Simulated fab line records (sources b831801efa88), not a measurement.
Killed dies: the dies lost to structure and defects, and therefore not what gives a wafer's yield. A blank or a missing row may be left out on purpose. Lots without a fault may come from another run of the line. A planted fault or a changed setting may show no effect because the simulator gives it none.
fab line records    flow sky130
[record] lots = 14  wafers = 42  lastDay = 50
route steps=708 shown CONTACT@407 PAD_OPEN@708
lots untouched by any fault: they come from a run of this same line in which no faults occurred
startH: hours from the record's first day to the start of the lot's first wafer shown    waitH: hours from the lot's prior step to this one    " repeats the value in the row above    L1.1+2: a row that stands for several wafers    - either no value or no given start    * or withheld: withheld    < > ~ a bound
route shown NAME@n: NAME is a module with steps in the file, n the number in the route of the first one    usual: the fault-free wafers' mean and standard deviation    same: alike in all rows    chamber/n: place in a boat    sites: the reading at each site    _std_site: standard deviation of those values    _edge_site: the outer-site mean with the inner-site mean subtracted    radiusMm: for every site, how far away it sits from the centre of the wafer    mask NAME#n: copy n    behind: the last tool/chamber to shape the wafer    hold: what put the lot on hold/how long, in hours/how the hold closed    device: the transistor (n, p or np) that didn't switch    end of line: the route-end tests of the same wafers    where a step has no rows: the recipe by itself    killed: at the first sort, the dies lost to defects and structure; wafer yield is something else    map: a wafer's dies, x killed, . not, _ none there
set.NAME: the setting that was run; set.NAME@STEP: the one run at that earlier step    model.NAME: the simulator's own value behind a step, which no gauge read
the route's steps for a sample of lots (tables are steps, rows are wafers)
services: from which hour (startH, from the record's first day; less than 0 if before it) a tool's chamber was out of use, for how many hours, and why
[[steps]]
[step SKY_CONTACT_THK_MEAS_01]
[recipe] reads = Si3N4_of_CONTACT_CVD_00
[usual] CONTACT_CVD_00_THK = 74.8/1.1
lot.wafer  tool          chamber  startH  waitH  CONTACT_CVD_00_THK[nm]
L806.2     filmMetro-01  -        689.87  -      74.4
L806.3     "             -        "       "      75.8
L806.4     "             -        "       "      75.2
L808.3     filmMetro-02  -        716.04  -      74.1
L808.5     "             -        "       "      75.4
L808.6     "             -        "       "      74.4
L809.1     filmMetro-03  -        729.67  -      73.7
L809.2     "             -        "       "      75.0
L809.4     "             -        "       "      75.7
L810.2     filmMetro-01  -        737.35  -      75.4
L810.3     "             -        "       "      75.4
L810.5     "             -        "       "      76.5
L811.1     filmMetro-02  -        741.64  -      73.3
L811.5     "             -        "       "      74.9
L811.6     "             -        "       "      75.3
L812.1     filmMetro-03  -        748.36  -      76.4
L812.3     "             -        "       "      74.9
L812.5     "             -        "       "      77.2
L813.1     filmMetro-03  -        758.62  -      74.2
L813.2     "             -        "       "      74.7
L813.3     "             -        "       "      73.9
L816.2     filmMetro-02  -        783.83  -      74.6
L816.3     "             -        "       "      76.4
L816.6     "             -        "       "      76.6
L817.1     filmMetro-01  -        794.26  -      72.6
L817.3     "             -        "       "      74.4
L817.4     "             -        "       "      74.6
L818.2     filmMetro-03  -        803.47  -      73.9
L818.3     "             -        "       "      73.8
L818.5     "             -        "       "      74.8
L826.1     filmMetro-02  -        862.61  -      73.0
L826.2     "             -        "       "      73.8
L826.4     "             -        "       "      74.3
L827.3     filmMetro-03  -        867.69  -      76.1
L827.5     "             -        "       "      75.8
L827.6     "             -        "       "      75.9
L828.3     filmMetro-01  -        878.79  -      73.8
L828.4     "             -        "       "      74.5
L828.5     "             -        "       "      75.9
L829.2     filmMetro-01  -        882.65  -      74.7
L829.3     "             -        "       "      73.5
L829.4     "             -        "       "      74.1
[step SKY_CONTACT_THK_MEAS_03]
[recipe] reads = SiO2_of_CONTACT_HDPCVD_02
[usual] CONTACT_HDPCVD_THK = 561/5.6
lot.wafer  tool          chamber  startH  waitH  CONTACT_HDPCVD_THK[nm]
L806.2     filmMetro-03  -        690.00  0.0    555
L806.3     "             -        "       "      561
L806.4     "             -        "       "      560
L808.3     filmMetro-01  -        716.17  0.1    567
L808.5     "             -        "       "      557
L808.6     "             -        "       "      555
L809.1     filmMetro-02  -        729.80  0.0    575
L809.2     "             -        "       "      561
L809.4     "             -        "       "      571
L810.2     filmMetro-03  -        737.48  0.0    557
L810.3     "             -        "       "      562
L810.5     "             -        "       "      561
L811.1     filmMetro-03  -        741.76  0.0    568
L811.5     "             -        "       "      557
L811.6     "             -        "       "      566
L812.1     filmMetro-02  -        748.48  0.0    562
L812.3     "             -        "       "      558
L812.5     "             -        "       "      559
L813.1     filmMetro-02  -        758.75  0.0    562
L813.2     "             -        "       "      572
L813.3     "             -        "       "      564
L816.2     filmMetro-03  -        783.96  0.0    556
L816.3     "             -        "       "      566
L816.6     "             -        "       "      566
L817.1     filmMetro-03  -        794.39  0.0    559
L817.3     "             -        "       "      555
L817.4     "             -        "       "      548
L818.2     filmMetro-03  -        803.60  0.0    564
L818.3     "             -        "       "      556
L818.5     "             -        "       "      556
L826.1     filmMetro-01  -        862.73  0.0    569
L826.2     "             -        "       "      567
L826.4     "             -        "       "      563
L827.3     filmMetro-01  -        867.82  0.1    559
L827.5     "             -        "       "      561
L827.6     "             -        "       "      564
L828.3     filmMetro-02  -        878.92  0.1    567
L828.4     "             -        "       "      570
L828.5     "             -        "       "      567
L829.2     filmMetro-03  -        882.78  0.0    559
L829.3     "             -        "       "      563
L829.4     "             -        "       "      558
[step SKY_CONTACT_SPUTTER_23]
[recipe] material = TiN  targetThkNm = 20  chamberPressurePa = 5  powerW = 4000  timeS = 80
[usual] cathodeDcPowerW = 3999.9/0.73  chamberPressurePa = 4.999/0.011  throttleValvePct = 30.2/0.84
lot.wafer  tool           chamber  startH  waitH  cathodeDcPowerW  chamberPressurePa  throttleValvePct
L806.2     pvdSputter-02  -        719.39  0.0    4000.3           4.985              30.4
L806.3     "              -        "       "      4001.2           4.998              29.0
L806.4     "              -        "       "      4000.3           5.013              29.7
L808.3     pvdSputter-02  -        745.68  0.0    3999.1           5.001              29.5
L808.5     "              -        "       "      4000.6           4.985              31.0
L808.6     "              -        "       "      4000.1           4.998              29.4
L809.1     pvdSputter-03  -        759.39  0.0    4000.3           4.999              31.1
L809.2     "              -        "       "      4000.9           5.002              31.0
L809.4     "              -        "       "      3999.3           5.018              29.0
L810.2     pvdSputter-03  -        766.68  0.0    3999.0           4.993              30.8
L810.3     "              -        "       "      4000.3           5.008              29.0
L810.5     "              -        "       "      3998.6           4.989              30.6
L811.1     pvdSputter-03  -        771.70  0.0    3998.1           4.990              28.9
L811.5     "              -        "       "      3999.6           4.981              31.1
L811.6     "              -        "       "      4000.1           5.005              30.5
L812.1     pvdSputter-03  -        777.05  0.0    4000.5           4.994              30.7
L812.3     "              -        "       "      4000.4           4.990              30.7
L812.5     "              -        "       "      3999.5           4.996              30.7
L813.1     pvdSputter-02  -        787.70  0.0    3999.7           5.010              31.1
L813.2     "              -        "       "      4000.4           5.013              29.6
L813.3     "              -        "       "      4000.0           5.000              30.7
L816.2     pvdSputter-01  -        813.14  0.0    -                -                  -
L816.3     "              -        "       "      -                -                  -
L816.6     "              -        "       "      -                -                  -
L817.1     pvdSputter-02  -        822.91  0.0    -                -                  -
L817.3     "              -        "       "      -                -                  -
L817.4     "              -        "       "      -                -                  -
L818.2     pvdSputter-03  -        832.32  0.0    4000.3           5.005              31.0
L818.3     "              -        "       "      3999.8           4.996              29.0
L818.5     "              -        "       "      4000.1           4.996              30.9
L826.1     pvdSputter-02  -        890.34  0.0    4000.0           4.988              29.6
L826.2     "              -        "       "      3999.8           4.995              30.9
L826.4     "              -        "       "      4000.9           5.018              30.7
L827.3     pvdSputter-03  -        894.41  0.0    4000.3           5.020              31.0
L827.5     "              -        "       "      3998.9           4.990              30.7
L827.6     "              -        "       "      4000.3           4.996              29.0
L828.3     pvdSputter-03  -        905.64  0.0    4000.5           4.999              30.8
L828.4     "              -        "       "      3999.5           5.008              30.5
L828.5     "              -        "       "      4000.0           4.987              30.6
L829.2     pvdSputter-03  -        909.80  0.0    3999.7           5.016              30.7
L829.3     "              -        "       "      3998.7           5.000              28.9
L829.4     "              -        "       "      4000.2           4.993              30.6
[step SKY_PAD_OPEN_PROBE_99]
[usual] killed_at_M0_to_M3 = 43/7  killed_at_M4_up = 3.0/1.9  killedAtContacts = 24/4.6  killedAtFrontEnd = 15/4.1  killedAtOther = 0.3/0.52  killedDies = 84/9.7  killedOnRim = 16/3.6  killedOpen = 46/6.9  killedShort = 38/6.8
[same] grossDies = 492  killedAtBackSide = 0
lot.wafer  tool       chamber  startH   waitH  killed_at_M0_to_M3  killed_at_M4_up  killedAtContacts  killedAtFrontEnd  killedAtOther  killedDies  killedOnRim  killedOpen  killedShort
L806.2     prober-01  -        1066.13  0.1    40                  7                27                17                0              91          24           51          39
L806.3     prober-01  -        1066.18  0.2    39                  3                24                17                0              83          7            45          38
L806.4     prober-01  -        1066.23  0.2    49                  2                34                17                0              102         16           60          42
L808.3     prober-01  -        1084.59  0.2    41                  1                24                20                1              87          17           44          43
L808.5     prober-01  -        1084.69  0.2    41                  3                23                21                1              89          20           56          33
L808.6     prober-01  -        1084.74  0.2    37                  4                22                18                0              81          18           46          33
L809.1     prober-02  -        1094.24  0.1    42                  5                18                9                 1              75          13           42          33
L809.2     prober-02  -        1094.29  0.1    47                  1                20                8                 1              77          20           45          32
L809.4     prober-02  -        1094.39  0.2    45                  8                16                13                2              84          13           40          44
L810.2     prober-01  -        1098.67  0.1    47                  4                25                9                 1              86          14           53          33
L810.3     prober-01  -        1098.72  0.2    41                  2                15                20                1              79          12           44          35
L810.5     prober-01  -        1098.82  0.2    39                  3                26                13                0              81          16           44          37
L811.1     prober-02  -        1102.36  0.1    45                  8                24                15                0              92          19           52          40
L811.5     prober-02  -        1102.56  0.2    41                  4                20                23                0              88          14           51          37
L811.6     prober-02  -        1102.61  0.2    50                  1                25                19                0              95          15           55          40
L812.1     prober-01  -        1108.10  0.1    41                  4                24                13                0              82          15           51          31
L812.3     prober-01  -        1108.20  0.2    41                  2                30                13                0              86          20           51          35
L812.5     prober-01  -        1108.30  0.2    48                  4                25                18                1              96          22           51          43
L813.1     prober-02  -        1116.20  0.1    53                  1                24                14                0              92          21           45          46
L813.2     prober-02  -        1116.25  0.1    52                  2                26                21                0              101         20           53          47
L813.3     prober-02  -        1116.30  0.2    40                  1                28                18                1              88          23           43          45
L816.2     prober-01  -        1133.83  0.1    45                  4                427               15                1              492         96           56          44
L816.3     prober-01  -        1133.88  0.2    48                  5                421               18                0              492         96           53          37
L816.6     prober-01  -        1134.03  0.2    32                  4                443               13                0              492         96           42          31
L817.1     prober-01  -        1138.88  0.1    36                  3                441               12                0              492         96           40          36
L817.3     prober-01  -        1138.98  0.2    55                  2                419               16                0              492         96           50          41
L817.4     prober-01  -        1139.03  0.2    48                  2                427               14                1              492         96           39          48
L818.2     prober-02  -        1145.73  0.1    43                  2                30                17                0              92          20           47          45
L818.3     prober-02  -        1145.78  0.2    55                  6                26                17                1              105         20           47          55
L818.5     prober-02  -        1145.88  0.2    41                  3                25                12                1              82          15           44          36
L826.1     prober-02  -        1185.17  0.1    42                  3                30                16                1              92          16           57          33
L826.2     prober-02  -        1185.22  0.1    37                  1                22                10                0              70          15           43          27
L826.4     prober-02  -        1185.32  0.2    35                  1                18                13                1              68          9            47          21
L827.3     prober-01  -        1188.63  0.2    32                  3                22                8                 2              67          11           37          29
L827.5     prober-01  -        1188.73  0.2    45                  0                31                18                0              94          24           55          39
L827.6     prober-01  -        1188.78  0.2    29                  8                22                9                 0              68          16           34          34
L828.3     prober-02  -        1194.68  0.2    41                  3                25                11                0              80          18           37          43
L828.4     prober-02  -        1194.73  0.2    40                  4                30                14                0              88          18           37          51
L828.5     prober-02  -        1194.78  0.2    39                  2                28                17                0              86          13           50          36
L829.2     prober-01  -        1197.13  0.1    51                  3                29                15                0              98          25           57          41
L829.3     prober-01  -        1197.18  0.2    35                  1                17                10                0              63          8            25          38
L829.4     prober-01  -        1197.23  0.2    48                  4                14                13                0              79          18           36          43
// killed by level:class
L806.2 VIA1:geometricParticle:open=12 LI_CONTACT:geometricParticle:open=9 POLY_GATE:geometricParticle:short=8 CONTACT:geometricParticle:open=8 VIA1:geometricParticle:short=7 VIA2:geometricParticle:open=5 METAL4:geometricParticle:short=5 LI_CONTACT:geometricParticle:short=4
L806.3 VIA3:geometricParticle:open=10 LI_CONTACT:geometricParticle:open=7 CONTACT:geometricParticle:open=6 VIA1:geometricParticle:open=6 FIELD_ISO:geometricParticle:open=4 POLY_GATE:geometricParticle:short=4 VIA1:geometricParticle:short=4 CONTACT:geometricParticle:short=4
L806.4 CONTACT:geometricParticle:open=13 VIA3:geometricParticle:open=13 VIA1:geometricParticle:open=8 LI_CONTACT:geometricParticle:open=8 METAL2:geometricParticle:short=8 VIA2:geometricParticle:open=6 POLY_GATE:geometricParticle:open=5 POLY_GATE:geometricParticle:short=5
L808.3 CONTACT:geometricParticle:open=9 VIA1:geometricParticle:short=9 VIA2:geometricParticle:open=7 LI_CONTACT:geometricParticle:open=6 POLY_GATE:geometricParticle:open=5 METAL2:geometricParticle:short=5 VIA3:geometricParticle:open=5 FIELD_ISO:geometricParticle:short=4
L808.5 VIA1:geometricParticle:open=14 FIELD_ISO:geometricParticle:open=8 CONTACT:geometricParticle:open=8 POLY_GATE:geometricParticle:open=6 VIA3:geometricParticle:open=6 VIA2:geometricParticle:open=5 LI_CONTACT:geometricParticle:open=5 CONTACT:geometricParticle:short=5
L808.6 CONTACT:geometricParticle:open=10 VIA1:geometricParticle:open=10 FIELD_ISO:geometricParticle:open=5 VIA1:geometricParticle:short=5 VIA2:geometricParticle:open=5 VIA3:geometricParticle:open=5 LI_CONTACT:geometricParticle:open=4 CONTACT:geometricParticle:short=4
L809.1 VIA1:geometricParticle:open=9 VIA3:geometricParticle:open=7 CONTACT:geometricParticle:open=6 METAL1:geometricParticle:short=6 LI_CONTACT:geometricParticle:open=4 LOCAL_INTERCONNECT:geometricParticle:open=4 VIA2:geometricParticle:short=4 VIA1:geometricParticle:short=4
L809.2 VIA1:geometricParticle:open=9 VIA3:geometricParticle:open=9 VIA2:geometricParticle:open=7 LI_CONTACT:geometricParticle:open=6 METAL2:geometricParticle:short=5 CONTACT:geometricParticle:open=5 LOCAL_INTERCONNECT:geometricParticle:short=4 CONTACT:geometricParticle:short=4
L809.4 VIA1:geometricParticle:open=12 VIA3:geometricParticle:short=7 VIA1:geometricParticle:short=7 CONTACT:geometricParticle:open=6 METAL4:geometricParticle:short=6 CONTACT:geometricParticle:short=5 VIA2:geometricParticle:open=5 FIELD_ISO:geometricParticle:short=4
L810.2 CONTACT:geometricParticle:open=11 METAL2:geometricParticle:short=10 VIA2:geometricParticle:open=9 LI_CONTACT:geometricParticle:open=7 VIA3:geometricParticle:open=6 VIA1:geometricParticle:open=5 POLY_GATE:geometricParticle:open=4 METAL1:geometricParticle:short=4
L810.3 VIA1:geometricParticle:open=9 LI_CONTACT:geometricParticle:open=8 VIA2:geometricParticle:open=6 VIA3:geometricParticle:open=6 POLY_GATE:geometricParticle:open=5 FIELD_ISO:geometricParticle:short=4 POLY_GATE:geometricParticle:short=4 METAL1:geometricParticle:short=4
L810.5 LI_CONTACT:geometricParticle:open=11 VIA1:geometricParticle:open=10 LOCAL_INTERCONNECT:geometricParticle:short=6 CONTACT:geometricParticle:open=6 VIA2:geometricParticle:open=6 VIA2:geometricParticle:short=5 POLY_GATE:geometricParticle:short=4 METAL2:geometricParticle:short=4
L811.1 CONTACT:geometricParticle:open=11 VIA1:geometricParticle:open=10 VIA1:geometricParticle:short=6 VIA3:geometricParticle:open=6 METAL1:geometricParticle:short=5 VIA3:geometricParticle:short=5 POLY_GATE:geometricParticle:open=4 LI_CONTACT:geometricParticle:short=4
L811.5 VIA2:geometricParticle:open=10 LI_CONTACT:geometricParticle:open=8 VIA1:geometricParticle:open=8 POLY_GATE:geometricParticle:open=7 POLY_GATE:geometricParticle:short=5 VIA3:geometricParticle:open=5 FIELD_ISO:geometricParticle:short=4 FIELD_ISO:geometricParticle:open=3
L811.6 VIA1:geometricParticle:open=10 VIA2:geometricParticle:open=9 METAL2:geometricParticle:short=8 LI_CONTACT:geometricParticle:open=7 VIA3:geometricParticle:open=7 CONTACT:geometricParticle:open=6 CONTACT:geometricParticle:short=6 POLY_GATE:geometricParticle:open=5
L812.1 CONTACT:geometricParticle:open=12 VIA3:geometricParticle:open=9 VIA1:geometricParticle:open=8 LI_CONTACT:geometricParticle:open=7 VIA1:geometricParticle:short=6 POLY_GATE:geometricParticle:short=4 METAL1:geometricParticle:short=4 VIA3:geometricParticle:short=4
L812.3 VIA1:geometricParticle:open=11 LI_CONTACT:geometricParticle:open=10 CONTACT:geometricParticle:open=10 FIELD_ISO:geometricParticle:short=7 VIA3:geometricParticle:open=6 METAL1:geometricParticle:short=5 VIA2:geometricParticle:open=5 LOCAL_INTERCONNECT:geometricParticle:short=4
L812.5 CONTACT:geometricParticle:open=10 VIA3:geometricParticle:open=8 VIA1:geometricParticle:open=8 VIA2:geometricParticle:open=6 LI_CONTACT:geometricParticle:open=6 VIA1:geometricParticle:short=6 METAL3:geometricParticle:short=6 CONTACT:geometricParticle:short=5
L813.1 VIA2:geometricParticle:open=11 VIA1:geometricParticle:short=11 CONTACT:geometricParticle:open=10 VIA3:geometricParticle:open=7 METAL1:geometricParticle:short=6 CONTACT:geometricParticle:short=5 VIA2:geometricParticle:short=5 FIELD_ISO:geometricParticle:open=4
L813.2 CONTACT:geometricParticle:open=10 VIA1:geometricParticle:open=8 METAL1:geometricParticle:short=7 VIA2:geometricParticle:open=7 LI_CONTACT:geometricParticle:open=7 VIA1:geometricParticle:short=6 METAL2:geometricParticle:short=6 VIA3:geometricParticle:open=6
L813.3 LI_CONTACT:geometricParticle:open=9 CONTACT:geometricParticle:open=7 FIELD_ISO:geometricParticle:short=6 VIA1:geometricParticle:open=6 METAL1:geometricParticle:short=5 VIA2:geometricParticle:open=5 VIA1:geometricParticle:short=5 VIA3:geometricParticle:open=5
L816.2 CONTACT:areaSputter=391 VIA2:geometricParticle:open=14 CONTACT:geometricParticle:open=11 LOCAL_INTERCONNECT:geometricParticle:short=7 LI_CONTACT:geometricParticle:open=7 CONTACT:geometricParticle:short=7 FIELD_ISO:geometricParticle:open=6 METAL1:geometricParticle:short=6
L816.3 CONTACT:areaSputter=401 METAL2:geometricParticle:short=10 VIA2:geometricParticle:open=10 CONTACT:geometricParticle:open=9 LI_CONTACT:geometricParticle:open=7 VIA1:geometricParticle:open=6 VIA3:geometricParticle:open=6 POLY_GATE:geometricParticle:open=5
L816.6 CONTACT:areaSputter=419 CONTACT:geometricParticle:open=10 VIA1:geometricParticle:open=7 LI_CONTACT:geometricParticle:short=6 LI_CONTACT:geometricParticle:open=5 VIA2:geometricParticle:open=5 METAL2:geometricParticle:short=5 VIA3:geometricParticle:open=4
L817.1 CONTACT:areaSputter=416 VIA1:geometricParticle:open=9 CONTACT:geometricParticle:open=7 VIA3:geometricParticle:open=7 LI_CONTACT:geometricParticle:open=6 LI_CONTACT:geometricParticle:short=5 LOCAL_INTERCONNECT:geometricParticle:short=4 FIELD_ISO:geometricParticle:short=3
L817.3 CONTACT:areaSputter=400 VIA1:geometricParticle:open=10 VIA3:geometricParticle:open=9 METAL2:geometricParticle:short=8 CONTACT:geometricParticle:open=7 VIA2:geometricParticle:open=7 LI_CONTACT:geometricParticle:open=5 POLY_GATE:geometricParticle:short=4
L817.4 CONTACT:areaSputter=404 FIELD_ISO:geometricParticle:short=7 CONTACT:geometricParticle:open=7 METAL1:geometricParticle:short=7 METAL3:geometricParticle:short=6 VIA1:geometricParticle:short=6 VIA1:geometricParticle:open=6 VIA2:geometricParticle:open=6
L818.2 LI_CONTACT:geometricParticle:open=9 CONTACT:geometricParticle:open=9 FIELD_ISO:geometricParticle:open=7 LOCAL_INTERCONNECT:geometricParticle:short=7 VIA1:geometricParticle:short=7 METAL2:geometricParticle:short=7 VIA2:geometricParticle:open=6 METAL1:geometricParticle:short=6
L818.3 VIA1:geometricParticle:open=15 METAL1:geometricParticle:short=9 CONTACT:geometricParticle:open=7 VIA1:geometricParticle:short=7 METAL2:geometricParticle:short=7 LI_CONTACT:geometricParticle:open=5 LI_CONTACT:geometricParticle:short=5 VIA3:geometricParticle:open=5
L818.5 CONTACT:geometricParticle:open=9 VIA1:geometricParticle:open=9 LI_CONTACT:geometricParticle:open=6 LOCAL_INTERCONNECT:geometricParticle:short=5 METAL1:geometricParticle:short=5 VIA2:geometricParticle:open=5 POLY_GATE:geometricParticle:open=4 CONTACT:geometricParticle:short=4
L826.1 VIA1:geometricParticle:open=14 CONTACT:geometricParticle:open=10 LI_CONTACT:geometricParticle:open=9 VIA3:geometricParticle:open=8 POLY_GATE:geometricParticle:short=6 LOCAL_INTERCONNECT:geometricParticle:short=6 VIA2:geometricParticle:open=5 METAL2:geometricParticle:short=4
L826.2 VIA1:geometricParticle:open=12 LI_CONTACT:geometricParticle:open=9 VIA3:geometricParticle:open=9 CONTACT:geometricParticle:open=5 FIELD_ISO:geometricParticle:open=4 CONTACT:geometricParticle:short=4 METAL2:geometricParticle:short=4 METAL3:geometricParticle:short=4
L826.4 VIA1:geometricParticle:open=13 CONTACT:geometricParticle:open=9 POLY_GATE:geometricParticle:open=5 LI_CONTACT:geometricParticle:open=5 METAL2:geometricParticle:short=5 VIA2:geometricParticle:open=4 VIA3:geometricParticle:open=4 FIELD_ISO:geometricParticle:open=2
L827.3 CONTACT:geometricParticle:open=9 VIA1:geometricParticle:open=7 VIA2:geometricParticle:open=5 VIA3:geometricParticle:open=5 CONTACT:geometricParticle:short=4 VIA1:geometricParticle:short=4 FIELD_ISO:geometricParticle:open=3 LI_CONTACT:geometricParticle:open=3
L827.5 CONTACT:geometricParticle:open=12 VIA3:geometricParticle:open=8 FIELD_ISO:geometricParticle:open=7 VIA1:geometricParticle:open=7 LI_CONTACT:geometricParticle:open=6 VIA2:geometricParticle:open=6 LOCAL_INTERCONNECT:geometricParticle:short=5 VIA2:geometricParticle:short=5
L827.6 CONTACT:geometricParticle:open=8 METAL2:geometricParticle:short=7 LI_CONTACT:geometricParticle:open=6 VIA1:geometricParticle:open=5 METAL4:geometricParticle:short=5 VIA2:geometricParticle:short=4 POLY_GATE:geometricParticle:open=3 LOCAL_INTERCONNECT:geometricParticle:short=3
L828.3 VIA1:geometricParticle:open=11 CONTACT:geometricParticle:short=9 CONTACT:geometricParticle:open=8 METAL2:geometricParticle:short=5 POLY_GATE:geometricParticle:open=4 METAL1:geometricParticle:short=4 VIA1:geometricParticle:short=4 VIA2:geometricParticle:short=4
L828.4 CONTACT:geometricParticle:open=10 CONTACT:geometricParticle:short=9 VIA1:geometricParticle:short=9 VIA1:geometricParticle:open=7 METAL2:geometricParticle:short=7 LI_CONTACT:geometricParticle:open=6 POLY_GATE:geometricParticle:short=5 LOCAL_INTERCONNECT:geometricParticle:short=4
L828.5 CONTACT:geometricParticle:open=12 LI_CONTACT:geometricParticle:open=7 VIA1:geometricParticle:open=7 VIA2:geometricParticle:open=6 POLY_GATE:geometricParticle:short=5 METAL2:geometricParticle:short=5 CONTACT:geometricParticle:short=5 FIELD_ISO:geometricParticle:open=4
L829.2 LI_CONTACT:geometricParticle:open=13 VIA1:geometricParticle:open=12 CONTACT:geometricParticle:open=9 VIA2:geometricParticle:open=8 VIA1:geometricParticle:short=6 FIELD_ISO:geometricParticle:short=5 VIA3:geometricParticle:open=5 METAL1:geometricParticle:short=4
L829.3 METAL1:geometricParticle:short=10 VIA1:geometricParticle:open=7 METAL2:geometricParticle:short=6 FIELD_ISO:geometricParticle:short=5 LI_CONTACT:geometricParticle:open=5 CONTACT:geometricParticle:short=5 CONTACT:geometricParticle:open=4 METAL3:geometricParticle:short=3
L829.4 VIA1:geometricParticle:open=11 METAL2:geometricParticle:short=8 METAL1:geometricParticle:short=7 VIA2:geometricParticle:open=7 FIELD_ISO:geometricParticle:open=5 LOCAL_INTERCONNECT:geometricParticle:short=4 CONTACT:geometricParticle:short=4 VIA2:geometricParticle:short=4
[[services]]
tool           chamber  startH  hours  kind
pvdSputter-02  -        707.91  2.9    repair
pvdSputter-03  1        708.22  -      consumableReplace:kit
pvdSputter-03  1        708.22  18.0   scheduledDown
pvdSputter-03  1        708.22  18.0   ventCycle
pvdSputter-02  3        767.48  -      consumableReplace:kit
pvdSputter-02  3        767.48  18.0   scheduledDown
pvdSputter-02  3        767.48  18.0   ventCycle
pvdSputter-03  -        782.97  2.6    repair
pvdSputter-03  0        849.29  -      consumableReplace:kit
pvdSputter-03  0        849.29  18.0   scheduledDown
pvdSputter-03  0        849.29  18.0   ventCycle
pvdSputter-01  -        900.60  3.3    repair
[[key]]
[firstSign] step = SKY_CONTACT_SPUTTER_23  reading = toolRecord  direction = missing
[effect] step = SKY_PAD_OPEN_PROBE_99  reading = killedAtContacts  direction = up  sigmas = 88  usual = 24  struck = 430
[moreKillsBornAt] SKY_CONTACT_SPUTTER_23@pvdSputter-02 = 1217  SKY_CONTACT_SPUTTER_23@pvdSputter-01 = 1210
metAt SKY_CONTACT_SPUTTER_23
struckLots L816,L817
laterRowsLeftOut L816.2,L816.3,L816.6,L817.1,L817.3,L817.4
testerLeftOut L816,L817
notActingAt SKY_CONTACT_THK_MEAS_01,SKY_CONTACT_THK_MEAS_03
onsetBetween 787.70 813.14
[fault] kind = skippedStepWhole  tool = pvdSputter-01,pvdSputter-02  chamber = -  onsetH = 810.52  steps = SKY_CONTACT_SPUTTER_23  scope = struckLotsOnly
// testerLeftOut: of these lots the tester's yield and bins aren't shown, on N5 and GAA mostly nor the transistor test; their killed dies are dies lost to structure and defects alone, not to doping, threshold or leakage, so they don't give the yield
// laterRowsLeftOut: the simulator's readings of these wafers behind a module that went badly wrong aren't trusted and aren't shown, but for the sort
